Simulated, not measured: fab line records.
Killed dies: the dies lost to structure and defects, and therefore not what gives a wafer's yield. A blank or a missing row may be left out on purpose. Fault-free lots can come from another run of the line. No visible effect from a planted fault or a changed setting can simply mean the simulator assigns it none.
fab line records	flow gf180mcu
record: lots: 14	wafers: 42	lastDay: 34
route steps=602 shown V1@357 M2@363
lots untouched by any fault: they come from a run of this same line in which no faults occurred
startH: the number of hours between the record's first day and the start of the first shown wafer of the lot	waitH: hours from the lot's prior step to this one	" same as the row above	L1.1+2: a row that stands for several wafers	- no value, or no start given	* or withheld: withheld	< > ~ a bound
route shown NAME@n: names a module that has steps shown in the file, with the first one's number in the route	usual: mean and standard deviation over wafers with no fault	same: alike in all rows	chamber/n: place in a boat	sites: per-site readings	_std_site: their standard deviation	_edge_site: inner sites' mean taken away from outer sites' mean	radiusMm: how far each site lies from the wafer's centre	mask NAME#n: copy n	behind: tool/chamber where the wafer was last shaped	hold: why the lot went on hold/how many hours it stayed there/how the hold came to an end	device: names the non-switching transistor (n, p or np)	end of line: the route-end tests of the same wafers	a step without rows: its recipe alone	killed: at the first sort, the dies lost to defects and structure; wafer yield is something else	map: shows each die of a wafer: x if killed, . if not, _ if none is there
set.NAME: setting as actually run; set.NAME@STEP: the setting as run at that earlier step	model.NAME: the simulator's own value behind a step, which no gauge read
route steps across a sampled set of lots; one table per step, one row per wafer
services: when a tool's chamber went out of use (startH, in hours from the record's first day, below 0 if earlier), for how many hours, and the reason
== steps ==
step: GF_V1_SPUTTER_22
recipe: material: TiN	targetThkNm: 10	chamberPressurePa: 5	powerW: 4000	timeS: 40
usual: cathodeDcPowerW: 4000.0/0.7	throttleValvePct: 30.9/1.2
same: timeS: 40
lot.wafer	tool	chamber	startH	waitH	cathodeDcPowerW	throttleValvePct
L587.2	pvdSputter-04	-	411.55	0.0	4000.4	29.6
L587.4	"	-	"	"	4001.1	31.6
L587.6	"	-	"	"	3999.6	29.9
L590.4	pvdSputter-03	-	446.48	0.0	4000.3	29.3
L590.5	"	-	"	"	4000.8	30.2
L590.6	"	-	"	"	4000.0	28.7
L591.2	pvdSputter-02	-	454.77	0.0	3998.9	31.4
L591.5	"	-	"	"	4000.3	31.5
L591.6	"	-	"	"	3999.7	31.5
L592.1	pvdSputter-03	-	465.89	0.0	4000.3	33.0
L592.4	"	-	"	"	3998.6	29.8
L592.5	"	-	"	"	3999.7	29.8
L600.1	pvdSputter-02	-	532.66	0.0	3999.1	31.7
L600.4	"	-	"	"	3999.9	31.4
L600.5	"	-	"	"	4000.3	31.5
L601.2	pvdSputter-04	-	541.23	0.0	4000.0	30.3
L601.3	"	-	"	"	4000.9	29.6
L601.5	"	-	"	"	4000.5	29.8
L602.2	pvdSputter-02	-	549.85	0.0	4000.8	31.3
L602.5	"	-	"	"	3999.7	31.6
L602.6	"	-	"	"	4000.4	31.9
L603.1	pvdSputter-03	-	550.82	0.0	4000.6	29.6
L603.2	"	-	"	"	4000.5	30.1
L603.3	"	-	"	"	3999.9	32.7
L604.2	pvdSputter-02	-	566.68	0.0	3998.7	32.0
L604.5	"	-	"	"	3999.6	31.8
L604.6	"	-	"	"	3998.8	31.9
L605.3	pvdSputter-02	-	577.50	0.0	4001.5	31.9
L605.5	"	-	"	"	4000.2	31.8
L605.6	"	-	"	"	4000.3	32.1
L606.1	pvdSputter-03	-	589.39	0.0	3999.3	29.4
L606.4	"	-	"	"	3999.7	33.0
L606.5	"	-	"	"	3999.1	28.9
L607.1	pvdSputter-03	-	591.04	0.0	4000.1	29.8
L607.4	"	-	"	"	3999.2	32.7
L607.6	"	-	"	"	4000.1	29.7
L609.2	pvdSputter-03	-	607.57	0.0	3999.1	29.7
L609.3	"	-	"	"	3999.4	32.7
L609.4	"	-	"	"	3999.2	28.8
L610.2	pvdSputter-02	-	616.75	0.0	4001.1	31.6
L610.3	"	-	"	"	3999.7	31.8
L610.6	"	-	"	"	4000.3	31.9
step: GF_M2_SPUTTER_01
recipe: material: TiN	targetThkNm: 30	powerW: 6500	timeS: 25	chamberPressurePa: 0.4
usual: cathodeDcPowerW: 6500.0/1.2	throttleValvePct: 30.7/0.9
same: timeS: 25
lot.wafer	tool	chamber	startH	waitH	cathodeDcPowerW	throttleValvePct
L587.2	pvdSputter-01	-	412.29	0.1	6499.4	30.3
L587.4	"	-	"	"	6499.9	31.7
L587.6	"	-	"	"	6500.3	30.2
L590.4	pvdSputter-01	-	447.22	0.1	6500.8	30.6
L590.5	"	-	"	"	6500.9	30.6
L590.6	"	-	"	"	6501.5	30.7
L591.2	pvdSputter-03	-	455.50	0.1	6499.4	29.5
L591.5	"	-	"	"	6499.3	29.4
L591.6	"	-	"	"	6500.3	29.8
L592.1	pvdSputter-01	-	466.62	0.1	6500.4	30.4
L592.4	"	-	"	"	6497.9	31.3
L592.5	"	-	"	"	6497.7	30.8
L600.1	pvdSputter-01	-	533.39	0.1	6499.0	30.3
L600.4	"	-	"	"	6500.5	30.3
L600.5	"	-	"	"	6498.9	31.6
L601.2	pvdSputter-04	-	541.96	0.1	6501.7	30.5
L601.3	"	-	"	"	6500.1	31.6
L601.5	"	-	"	"	6499.0	31.6
L602.2	pvdSputter-04	-	550.58	0.1	6497.6	30.4
L602.5	"	-	"	"	6499.3	31.6
L602.6	"	-	"	"	6501.3	29.6
L603.1	pvdSputter-01	-	551.55	0.1	6501.1	30.3
L603.2	"	-	"	"	6498.9	31.2
L603.3	"	-	"	"	6499.2	30.6
L604.2	pvdSputter-01	-	567.45	0.1	6502.0	30.2
L604.5	"	-	"	"	6499.1	30.5
L604.6	"	-	"	"	6498.0	30.7
L605.3	pvdSputter-01	-	578.23	0.1	6500.2	30.3
L605.5	"	-	"	"	6501.1	31.5
L605.6	"	-	"	"	6501.2	30.2
L606.1	pvdSputter-01	-	590.12	0.1	6499.3	30.3
L606.4	"	-	"	"	6501.1	30.6
L606.5	"	-	"	"	6499.3	30.3
L607.1	pvdSputter-04	-	591.77	0.1	6499.5	30.4
L607.4	"	-	"	"	6500.1	29.5
L607.6	"	-	"	"	6499.5	31.6
L609.2	pvdSputter-01	-	608.31	0.1	6498.5	30.2
L609.3	"	-	"	"	6499.8	31.8
L609.4	"	-	"	"	6498.4	31.0
L610.2	pvdSputter-03	-	617.48	0.1	6500.2	29.3
L610.3	"	-	"	"	6499.2	32.9
L610.6	"	-	"	"	6499.7	32.7
step: GF_M2_EXPOSE_11
recipe: maskId: Metal2	targetCdNm: 280	na: 0.68	sourceShape: conventional	sigmaOuter: 0.6	doseMj: 28
usual: exposureDoseMJCm2: 28.003/0.028	focusOffsetNm: -0.1/0.54	reticleTempC: 22.97/0.11
lot.wafer	tool	chamber	startH	waitH	mask	exposureDoseMJCm2	focusOffsetNm	reticleTempC
L587.2	krfScanner-02	0	424.45	-	Metal2#0	27.987	-0.2	23.02
L587.4	"	0	"	"	Metal2#0	28.007	-0.7	22.90
L587.6	"	0	"	"	Metal2#0	28.009	0.3	23.04
L590.4	krfScanner-02	0	459.74	-	Metal2#0	27.985	0.1	22.97
L590.5	"	0	"	"	Metal2#0	28.035	-0.5	23.04
L590.6	"	0	"	"	Metal2#0	27.997	0.3	22.95
L591.2	krfScanner-01	-	468.20	-	Metal2#0	-	-	-
L591.5	"	-	"	"	Metal2#0	-	-	-
L591.6	"	-	"	"	Metal2#0	-	-	-
L592.1	krfScanner-02	-	478.99	-	Metal2#0	-	-	-
L592.4	"	-	"	"	Metal2#0	-	-	-
L592.5	"	-	"	"	Metal2#0	-	-	-
L600.1	krfScanner-01	0	545.13	-	Metal2#0	28.018	0.1	22.93
L600.4	"	0	"	"	Metal2#0	28.041	-0.3	22.94
L600.5	"	0	"	"	Metal2#0	28.018	-0.7	22.84
L601.2	krfScanner-02	0	552.95	-	Metal2#0	28.005	-1.2	22.88
L601.3	"	0	"	"	Metal2#0	27.981	-0.1	22.91
L601.5	"	0	"	"	Metal2#0	27.991	0.4	22.93
L602.2	krfScanner-02	0	562.38	-	Metal2#0	27.950	0.0	23.16
L602.5	"	0	"	"	Metal2#0	27.944	0.3	22.97
L602.6	"	0	"	"	Metal2#0	27.952	0.3	22.98
L603.1	krfScanner-01	0	563.39	-	Metal2#0	27.941	0.5	22.83
L603.2	"	0	"	"	Metal2#0	27.985	0.6	22.97
L603.3	"	0	"	"	Metal2#0	27.988	0.6	23.00
L604.2	krfScanner-02	0	578.05	-	Metal2#0	27.965	-0.3	22.89
L604.5	"	0	"	"	Metal2#0	28.012	-0.1	23.02
L604.6	"	0	"	"	Metal2#0	28.058	0.3	22.82
L605.3	krfScanner-01	0	589.86	-	Metal2#0	27.988	0.3	23.27
L605.5	"	0	"	"	Metal2#0	28.004	-0.7	23.20
L605.6	"	0	"	"	Metal2#0	28.063	-1.0	23.29
L606.1	krfScanner-01	0	600.30	-	Metal2#0	27.983	0.3	23.07
L606.4	"	0	"	"	Metal2#0	27.983	-0.3	23.07
L606.5	"	0	"	"	Metal2#0	28.019	0.3	23.08
L607.1	krfScanner-01	0	602.26	-	Metal2#0	27.976	0.5	22.83
L607.4	"	0	"	"	Metal2#0	27.988	-1.1	22.91
L607.6	"	0	"	"	Metal2#0	27.988	-0.4	22.98
L609.2	krfScanner-02	0	618.77	-	Metal2#0	28.009	0.6	22.76
L609.3	"	0	"	"	Metal2#0	28.026	0.4	22.94
L609.4	"	0	"	"	Metal2#0	28.044	0.3	22.81
L610.2	krfScanner-01	0	628.26	-	Metal2#0	28.019	0.6	22.87
L610.3	"	0	"	"	Metal2#0	28.003	0.1	23.07
L610.6	"	0	"	"	Metal2#0	28.039	0.1	22.96
step: GF_M2_STRIP_17
recipe: chemistry: O2/N2	powerW: 1400	pressureMtorr: 1500	platenTempC: 250	o2FlowSccm: 3000	n2FlowSccm: 300	overashFraction: 0.5
usual: drypumpMotorCurrentA: 5.34/0.2	heaterPowerW: 341/56	oesProductAu: 0.557/0.005	stripTimeToEndpointS: 7.87/0.04
lot.wafer	tool	chamber	startH	waitH	drypumpMotorCurrentA	heaterPowerW	oesProductAu	rfHoursCounterH	stripTimeToEndpointS
L587.2	plasmaAsher-01	0	436.76	0.1	5.65	379	0.564	1	8.00
L587.4	"	1	"	"	5.25	358	0.563	-	7.89
L587.6	"	0	"	"	5.64	371	0.568	-	7.92
L590.4	plasmaAsher-04	0	471.75	0.1	5.64	315	0.563	-	7.91
L590.5	"	1	"	"	5.10	453	0.561	-	7.90
L590.6	"	0	"	"	5.64	309	0.554	-	7.82
L591.2	plasmaAsher-02	0	480.58	0.1	5.38	316	0.559	36	7.85
L591.5	"	1	"	"	5.20	286	0.556	-	7.90
L591.6	"	0	"	"	5.38	319	0.556	-	7.89
L592.1	plasmaAsher-02	1	491.23	0.1	5.18	283	0.554	36	7.84
L592.4	"	0	"	"	5.37	323	0.558	-	7.86
L592.5	"	1	"	"	5.17	293	0.554	-	7.84
L600.1	plasmaAsher-02	1	556.78	0.1	5.18	292	0.558	43	7.89
L600.4	"	1	"	"	5.19	289	0.555	-	7.86
L600.5	"	1	"	"	5.23	287	0.561	-	7.90
L601.2	plasmaAsher-02	1	564.33	0.1	5.20	290	0.556	44	7.86
L601.3	"	1	"	"	5.20	288	0.554	-	7.87
L601.5	"	0	"	"	5.38	326	0.555	-	7.81
L602.2	plasmaAsher-04	1	572.97	0.1	5.08	451	0.560	90	7.94
L602.5	"	1	"	"	5.07	443	0.565	-	7.85
L602.6	"	0	"	"	5.63	306	0.569	-	7.92
L603.1	plasmaAsher-02	0	574.43	0.1	5.38	313	0.559	45	7.88
L603.2	"	1	"	"	5.18	290	0.555	45	7.89
L603.3	"	0	"	"	5.38	323	0.565	-	7.89
L604.2	plasmaAsher-02	1	589.28	0.1	5.18	283	0.552	47	7.86
L604.5	"	1	"	"	5.22	292	0.551	-	7.83
L604.6	"	0	"	"	5.37	322	0.557	-	7.87
L605.3	plasmaAsher-02	1	600.31	0.1	5.22	291	0.557	-	7.86
L605.5	"	0	"	"	5.38	316	0.557	-	7.89
L605.6	"	1	"	"	5.20	293	0.557	-	7.85
L606.1	plasmaAsher-01	1	611.54	0.2	5.29	370	0.557	21	7.90
L606.4	"	0	"	"	5.64	386	0.557	-	7.87
L606.5	"	0	"	"	5.65	373	0.573	-	7.88
L607.1	plasmaAsher-04	1	613.44	0.2	5.08	460	0.563	94	7.85
L607.4	"	1	"	"	5.07	474	0.563	-	7.87
L607.6	"	0	"	"	5.66	302	0.560	-	7.85
L609.2	plasmaAsher-04	0	629.22	0.1	5.64	314	0.552	96	7.92
L609.3	"	1	"	"	5.09	463	0.556	-	7.91
L609.4	"	0	"	"	5.63	310	0.551	-	7.84
L610.2	plasmaAsher-02	1	638.08	0.1	5.21	281	0.563	52	7.83
L610.3	"	0	"	"	5.38	315	0.558	-	7.84
L610.6	"	0	"	"	5.38	321	0.561	-	7.83
== services ==
tool	chamber	startH	hours	kind
pvdSputter-02	-	390.88	0.5	repair
pvdSputter-02	-	404.29	1.9	repair
krfScanner-02	-	421.46	0.2	repair
krfScanner-01	-	423.54	4.0	repair
krfScanner-02	-	429.88	1.3	pm
krfScanner-02	-	431.18	1.0	pm
krfScanner-02	-	441.73	0.8	pm
krfScanner-01	-	455.43	0.8	pm
krfScanner-01	-	459.59	3.0	repair
krfScanner-01	-	474.31	1.0	pm
plasmaAsher-02	-	483.22	2.8	pm
pvdSputter-03	-	488.68	24.3	repair
krfScanner-01	-	501.25	0.7	repair
pvdSputter-01	-	502.23	3.8	repair
krfScanner-02	-	506.86	0.6	repair
pvdSputter-02	-	543.00	0.6	repair
pvdSputter-04	-	548.10	1.1	repair
krfScanner-01	-	552.29	1.3	pm
pvdSputter-03	-	552.84	5.5	repair
krfScanner-02	-	599.33	1.0	pm
krfScanner-02	-	605.78	1.3	pm
krfScanner-02	-	610.53	0.8	pm
krfScanner-01	-	612.35	3.4	repair
krfScanner-01	-	624.23	0.8	pm
== key ==
firstSign: step: GF_M2_EXPOSE_11	reading: toolRecord	direction: missing
effect none on later readings
metAt GF_M2_EXPOSE_11
struckLots L591,L592
laterRowsLeftOut L591.2,L591.5,L591.6,L592.1,L592.4,L592.5
sortLeftOut L591.2,L591.5,L591.6,L592.1,L592.4,L592.5
notActingAt GF_V1_SPUTTER_22,GF_M2_SPUTTER_01,GF_M2_STRIP_17
onsetBetween 459.74 468.20
fault: kind: skippedStepWhole	tool: krfScanner-01,krfScanner-02	chamber: -	onsetH: 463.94	steps: GF_M2_EXPOSE_11	scope: struckLotsOnly
sortLeftOut: the simulated sort isn't trusted on such a fault, so these wafers' sort isn't shown, and their yield isn't known
laterRowsLeftOut: the simulator's readings of these wafers behind a module that went badly wrong aren't trusted and aren't shown, but for the sort
